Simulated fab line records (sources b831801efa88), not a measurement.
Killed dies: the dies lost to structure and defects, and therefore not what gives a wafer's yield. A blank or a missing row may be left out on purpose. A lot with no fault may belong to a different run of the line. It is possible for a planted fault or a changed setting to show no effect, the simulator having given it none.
A lot that was struck, set against a sound lot :: flow sky130 :: 17 steps out of a route of 708
Sound: these wafers, L746.2, L746.3, L746.4. Struck: wafers L758.2, L758.3, L758.6. The cause is given at the end.
Each step with rows lists, per side, the tool, then ch with its chambers, then its first start. Under that, the readings that differ: sound wafers :: struck wafers :: difference of the means :: sigmas: that difference in standard deviations of wafers without a fault.
alike: same words and numbers on both sides, and readings whose means sit less than 2 such deviations apart. not compared: any withheld reading, any reading some wafer has no value for, any bound like >300 that may hide the same value, and any number with overlapping values for which the record gives no deviation.
The two part at a step that has a row with sigmas, a row that says differs or no value, or rows on one side only. When numbers do not overlap yet have no deviation, they are printed without sigmas and do not part them. Lack of a reading on every wafer of one side parts them only where that side has two or more wafers.

first, 3 steps without rows for these wafers: SKY_METAL4_CLEAN_21 (cleans in IPA, time 180 s); SKY_METAL4_CLEAN_22 (cleans in O3/DIW); SKY_VIA4_HDPCVD_00 (deposits SiO2, target thk 1750 nm, time 291.7 s).
SKY_VIA4_THK_MEAS_01:
  struck on film metro-03, day 47 07:50; sound on film metro-04, day 44 13:51
  alike: VIA4_HDPCVD_THK
SKY_VIA4_CMP_02: polishes SiO2.
  sound on cmp-01 ch 0,1,2, day 44 14:06; struck on cmp-01 ch 0,1,2, day 47 08:07
  alike: motor current A
SKY_VIA4_BOW_MEAS_03:
  struck on film metro-04, day 47 08:20; sound on film metro-03, day 44 14:25
  alike: VIA4_BOW
then, 6 steps without rows for these wafers: SKY_VIA4_DEHYDRATE_04 (time 60 s); SKY_VIA4_HMDS_05 (prime time 60 s); SKY_VIA4_COAT_06 (resist thk 1140 nm); SKY_VIA4_SOFTBAKE_07 (time 60 s); SKY_VIA4_EXPOSE_08 (exposes mask VIM4, target cd 800 nm); SKY_VIA4_PEB_09.
SKY_VIA4_DEVELOP_10: develop time 60 s.
  sound on litho track-03 ch 0, day 45 12:33; struck on litho track-04 ch 0, day 48 04:34
reading: developer temp C (C)
sound: 22.99 22.97 22.96
struck: 25.30 25.24 25.23
difference: +2.28
sigmas: +21
SKY_VIA4_OVL_MEAS_11:
  struck on overlay-02, day 48 04:42; sound on overlay-02, day 45 12:41
  alike: VIA4_OVL
SKY_VIA4_ETCH_12: etches SiO2 in C4F8/O2/Ar, stops on TiN, target depth 580 nm.
  sound on rie diel-02 ch 0,1,2, day 45 12:43; struck on rie diel-02 ch 0,1,3, day 48 04:44
reading: model.VIA4.cd nm (nm)
sound: 799.5 799.1 799.7
struck: 792.2 791.6 791.9
difference: -7.5
sigmas: 
  alike: bias w, chamber pressure mTorr, oes product au
SKY_VIA4_STRIP_13: strips in O2/N2.
  sound on plasma asher-01 ch 0,1, day 45 12:47; struck on plasma asher-02 ch 0, day 48 04:48
  alike: chamber pressure mTorr, drypump motor current A, n2 flow sccm, oes product au, strip time to endpoint s
  not compared: rf hours counter h
next, for these wafers, 1 step has no rows: SKY_PAD_OPEN_PROBE_99.

WHERE THEY PART
At SKY_VIA4_DEVELOP_10 and nowhere else, as far as this record goes. Later steps at which nothing parts them and some readings are alike: SKY_VIA4_OVL_MEAS_11, SKY_VIA4_ETCH_12, SKY_VIA4_STRIP_13.

WHY: what the simulator had put in
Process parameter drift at SKY_VIA4_DEVELOP_10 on litho track-04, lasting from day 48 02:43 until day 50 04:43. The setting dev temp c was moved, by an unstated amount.
